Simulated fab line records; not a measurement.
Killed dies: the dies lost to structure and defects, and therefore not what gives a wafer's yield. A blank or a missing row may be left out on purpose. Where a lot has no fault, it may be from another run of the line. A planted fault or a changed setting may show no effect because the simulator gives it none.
Which of the tools did it? / flow sky130 / 12 lots with 36 wafers sampled at 5 steps, on a route of 708 steps

== WHAT EACH GAUGE READ, for each wafer ==
SKY_VIA1_THK_MEAS_01. Usual: VIA1_HDPCVD_THK 1034 nm, standard deviation 14.
lot=L221; measured=day 33 00:02; on=film metro-02; VIA1_HDPCVD_THK (nm)=1026 1024 1014; flag=
lot=L222; measured=day 33 07:57; on=film metro-03; VIA1_HDPCVD_THK (nm)=1021 1027 1018; flag=
lot=L223; measured=day 33 18:38; on=film metro-01; VIA1_HDPCVD_THK (nm)=1049 1058 1060; flag=
lot=L224; measured=day 34 04:00; on=film metro-03; VIA1_HDPCVD_THK (nm)=1049 1042 1052; flag=
lot=L225; measured=day 34 04:58; on=film metro-02; VIA1_HDPCVD_THK (nm)=1048 1041 1055; flag=
lot=L228; measured=day 35 14:39; on=film metro-01; VIA1_HDPCVD_THK (nm)=1055 1040 1032; flag=
lot=L229; measured=day 35 17:19; on=film metro-03; VIA1_HDPCVD_THK (nm)=1004 1039 1018; flag=
lot=L234; measured=day 37 05:55; on=film metro-03; VIA1_HDPCVD_THK (nm)=1054 1036 1039; flag=
lot=L238; measured=day 38 11:24; on=film metro-01; VIA1_HDPCVD_THK (nm)=1036 1031 1014; flag=
lot=L239; measured=day 38 14:06; on=film metro-03; VIA1_HDPCVD_THK (nm)=1068 1049 1055; flag=
lot=L240; measured=day 39 00:35; on=film metro-03; VIA1_HDPCVD_THK (nm)=1023 1039 1025; flag=
lot=L243; measured=day 40 06:28; on=film metro-02; VIA1_HDPCVD_THK (nm)=991 1016 1020; flag=

SKY_VIA1_RS_MEAS_22: a four-point-probe measurement. Usual: VIA1_W_RS 0.428 ohm/sq, standard deviation 0.0059.
lot=L221; measured=day 34 05:00; on=film metro-01; VIA1_W_RS (ohm/sq)=0.422 0.437 0.422; flag=
lot=L222; measured=day 34 11:44; on=film metro-03; VIA1_W_RS (ohm/sq)=0.435 0.421 0.440; flag=
lot=L223; measured=day 34 22:23; on=film metro-02; VIA1_W_RS (ohm/sq)=0.424 0.439 0.440; flag=
lot=L224; measured=day 35 07:43; on=film metro-01; VIA1_W_RS (ohm/sq)=0.424 0.418 0.421; flag=
lot=L225; measured=day 35 08:21; on=film metro-01; VIA1_W_RS (ohm/sq)=0.425 0.417 0.422; flag=
lot=L228; measured=day 36 18:20; on=film metro-01; VIA1_W_RS (ohm/sq)=0.414 0.418 0.420; flag=
lot=L229; measured=day 36 20:50; on=film metro-01; VIA1_W_RS (ohm/sq)=0.423 0.425 0.437; flag=
lot=L234; measured=day 38 09:38; on=film metro-02; VIA1_W_RS (ohm/sq)=0.424 0.426 0.425; flag=
lot=L238; measured=day 39 13:17; on=film metro-02; VIA1_W_RS (ohm/sq)=0.433 0.435 0.433; flag=
lot=L239; measured=day 39 16:04; on=film metro-02; VIA1_W_RS (ohm/sq)=0.430 0.429 0.429; flag=
lot=L240; measured=day 40 02:33; on=film metro-01; VIA1_W_RS (ohm/sq)=0.429 0.430 0.429; flag=
lot=L243; measured=day 41 08:30; on=film metro-03; VIA1_W_RS (ohm/sq)=0.429 0.424 0.435; flag=

SKY_METAL2_CD_MEAS_15 targets a cd of 140 nm. Usual: cd nm at 139.4 nm, with a standard deviation of 1.3.
lot=L221; measured=day 35 08:47; on=cd sem-01; cd nm (nm)=139.7 140.2 140.7; flag=
lot=L222; measured=day 35 14:41; on=cd sem-01; cd nm (nm)=138.0 139.0 137.7; flag=
lot=L223; measured=day 36 01:29; on=cd sem-02; cd nm (nm)=139.8 139.1 140.2; flag=
lot=L224; measured=day 36 10:19; on=cd sem-02; cd nm (nm)=138.7 138.2 139.0; flag=
lot=L225; measured=day 36 10:56; on=cd sem-01; cd nm (nm)=140.8 137.6 139.4; flag=
lot=L228; measured=day 37 21:38; on=cd sem-02; cd nm (nm)=139.1 139.6 141.5; flag=
lot=L229; measured=day 37 23:18; on=cd sem-01; cd nm (nm)=141.1 140.1 140.0; flag=
lot=L234; measured=day 39 11:03; on=cd sem-02; cd nm (nm)=157.2 156.7 155.0; flag=OFF
lot=L238; measured=day 40 14:29; on=cd sem-02; cd nm (nm)=152.6 153.4 152.4; flag=OFF
lot=L239; measured=day 40 17:26; on=cd sem-01; cd nm (nm)=136.6 138.8 137.6; flag=
lot=L240; measured=day 41 03:41; on=cd sem-01; cd nm (nm)=140.0 140.7 141.0; flag=
lot=L243; measured=day 42 08:53; on=cd sem-02; cd nm (nm)=139.3 140.2 140.9; flag=

== EACH LOT AND THE TOOL THAT RAN IT (in order: tool; ch and the chambers of the sampled wafers; start) ==
lot=L221; SKY_VIA1_STRIP_16=plasma asher-02 ch 0,1, day 34 03:49; SKY_METAL2_EXPOSE_12=krf scanner-01 ch 0, day 34 19:10
lot=L222; SKY_VIA1_STRIP_16=plasma asher-03 ch 0, day 34 10:36; SKY_METAL2_EXPOSE_12=krf scanner-02 ch 0, day 35 02:06
lot=L223; SKY_VIA1_STRIP_16=plasma asher-03 ch 0,1, day 34 21:39; SKY_METAL2_EXPOSE_12=krf scanner-01 ch 0, day 35 12:51
lot=L224; SKY_VIA1_STRIP_16=plasma asher-01 ch 0,1, day 35 06:56; SKY_METAL2_EXPOSE_12=krf scanner-02 ch 0, day 35 20:56
lot=L225; SKY_VIA1_STRIP_16=plasma asher-02 ch 0,1, day 35 07:34; SKY_METAL2_EXPOSE_12=krf scanner-01 ch 0, day 35 21:27
lot=L228; SKY_VIA1_STRIP_16=plasma asher-03 ch 0, day 36 17:15; SKY_METAL2_EXPOSE_12=krf scanner-02 ch 0, day 37 08:52
lot=L229; SKY_VIA1_STRIP_16=plasma asher-02 ch 0,1, day 36 19:58; SKY_METAL2_EXPOSE_12=krf scanner-02 ch 0, day 37 10:59
lot=L234; SKY_VIA1_STRIP_16=plasma asher-01 ch 0,1, day 38 08:52; SKY_METAL2_EXPOSE_12=krf scanner-02 ch 0, day 38 22:55
lot=L238; SKY_VIA1_STRIP_16=plasma asher-03 ch 0,1, day 39 12:32; SKY_METAL2_EXPOSE_12=krf scanner-02 ch 0, day 40 02:25
lot=L239; SKY_VIA1_STRIP_16=plasma asher-02 ch 0,1, day 39 15:19; SKY_METAL2_EXPOSE_12=krf scanner-01 ch 0, day 40 04:51
lot=L240; SKY_VIA1_STRIP_16=plasma asher-02 ch 0,1, day 40 01:46; SKY_METAL2_EXPOSE_12=krf scanner-01 ch 0, day 40 15:59
lot=L243; SKY_VIA1_STRIP_16=plasma asher-02 ch 0,1, day 41 07:45; SKY_METAL2_EXPOSE_12=krf scanner-01 ch 0, day 41 21:49
- SKY_VIA1_STRIP_16: strips in O2/N2.
- SKY_METAL2_EXPOSE_12: exposes mask MM2, target cd 140 nm.

== AS READ BY THE TOOLS THEMSELVES (means over the sampled wafers that have a number; for cases with no such wafer, the mark the record gives instead) ==
SKY_VIA1_STRIP_16. Usual: drypump motor current A 5.98 A, standard deviation 0.29; oes product au 0.416 a.u., standard deviation 0.0051; strip time to endpoint s 4.48 s, standard deviation 0.03.
lot=L221; tool=plasma asher-02; drypump motor current A (A)=6.17; oes product au (a.u.)=0.414; strip time to endpoint s (s)=4.46; flag=
lot=L222; tool=plasma asher-03; drypump motor current A (A)=5.71; oes product au (a.u.)=0.416; strip time to endpoint s (s)=4.48; flag=
lot=L223; tool=plasma asher-03; drypump motor current A (A)=6.00; oes product au (a.u.)=0.419; strip time to endpoint s (s)=4.49; flag=
lot=L224; tool=plasma asher-01; drypump motor current A (A)=5.69; oes product au (a.u.)=0.418; strip time to endpoint s (s)=4.49; flag=
lot=L225; tool=plasma asher-02; drypump motor current A (A)=6.25; oes product au (a.u.)=0.415; strip time to endpoint s (s)=4.50; flag=
lot=L228; tool=plasma asher-03; drypump motor current A (A)=5.71; oes product au (a.u.)=0.412; strip time to endpoint s (s)=4.46; flag=
lot=L229; tool=plasma asher-02; drypump motor current A (A)=6.24; oes product au (a.u.)=0.412; strip time to endpoint s (s)=4.45; flag=
lot=L234; tool=plasma asher-01; drypump motor current A (A)=5.60; oes product au (a.u.)=0.418; strip time to endpoint s (s)=4.44; flag=
lot=L238; tool=plasma asher-03; drypump motor current A (A)=5.87; oes product au (a.u.)=0.416; strip time to endpoint s (s)=4.47; flag=
lot=L239; tool=plasma asher-02; drypump motor current A (A)=6.15; oes product au (a.u.)=0.416; strip time to endpoint s (s)=4.48; flag=
lot=L240; tool=plasma asher-02; drypump motor current A (A)=6.15; oes product au (a.u.)=0.416; strip time to endpoint s (s)=4.48; flag=
lot=L243; tool=plasma asher-02; drypump motor current A (A)=6.16; oes product au (a.u.)=0.415; strip time to endpoint s (s)=4.50; flag=

SKY_METAL2_EXPOSE_12. Usual: exposure dose mJ cm2 at 27.98, with a standard deviation of 0.031.
lot=L221; tool=krf scanner-01; exposure dose mJ cm2=27.99; flag=
lot=L222; tool=krf scanner-02; exposure dose mJ cm2=27.99; flag=
lot=L223; tool=krf scanner-01; exposure dose mJ cm2=28.00; flag=
lot=L224; tool=krf scanner-02; exposure dose mJ cm2=27.95; flag=
lot=L225; tool=krf scanner-01; exposure dose mJ cm2=27.97; flag=
lot=L228; tool=krf scanner-02; exposure dose mJ cm2=27.99; flag=
lot=L229; tool=krf scanner-02; exposure dose mJ cm2=27.96; flag=
lot=L234; tool=krf scanner-02; exposure dose mJ cm2=25.61; flag=OFF
lot=L238; tool=krf scanner-02; exposure dose mJ cm2=26.13; flag=OFF
lot=L239; tool=krf scanner-01; exposure dose mJ cm2=27.96; flag=
lot=L240; tool=krf scanner-01; exposure dose mJ cm2=27.98; flag=
lot=L243; tool=krf scanner-01; exposure dose mJ cm2=28.01; flag=

== THE ANSWER, worked out from the rows above alone ==
Rule: lot off if the mean of its wafers having a number is beyond 3 standard deviations from the usual mean. Also off: a lot with no number at a reading for which 4 or more lots have one. All remaining lots with rows at the step are treated as sound. The gauges are gone through in route order, then the tools' own readings, and for those a lot's mean is taken as printed above. At the first step where some lot is off, the reading lying furthest off is the one used; lots without a number count as furthest.
Off, at SKY_METAL2_CD_MEAS_15 on cd nm: L234, L238.
If a tool, at a process step before that reading, ran all the lots that are off and no sound lot after the first of them, it fits. The gauges at SKY_METAL2_CD_MEAS_15 aren't tried: what is off there is off at SKY_METAL2_EXPOSE_12 too, on other tools, and a gauge's error can't cause that. One fits: SKY_METAL2_EXPOSE_12 on krf scanner-02. A fault onset in the window from L229 (day 37 10:59, its last sound lot) to L234 (day 38 22:55, its first lot off) fits.
On the lots that are off, the tool's own readings at SKY_METAL2_EXPOSE_12 differ by more than 5 times the standard deviation of the sound lots' means, which bears it out; exposure dose mJ cm2 reads 25.87 there versus 27.98 on the sound lots.

== WHAT THE SIMULATOR PUT IN ==
Process parameters drifting: krf scanner-02 at SKY_METAL2_EXPOSE_12, beginning at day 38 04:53. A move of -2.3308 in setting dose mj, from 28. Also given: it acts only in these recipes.
Struck lots among those shown: L234, L238. Same finding as the rule above.
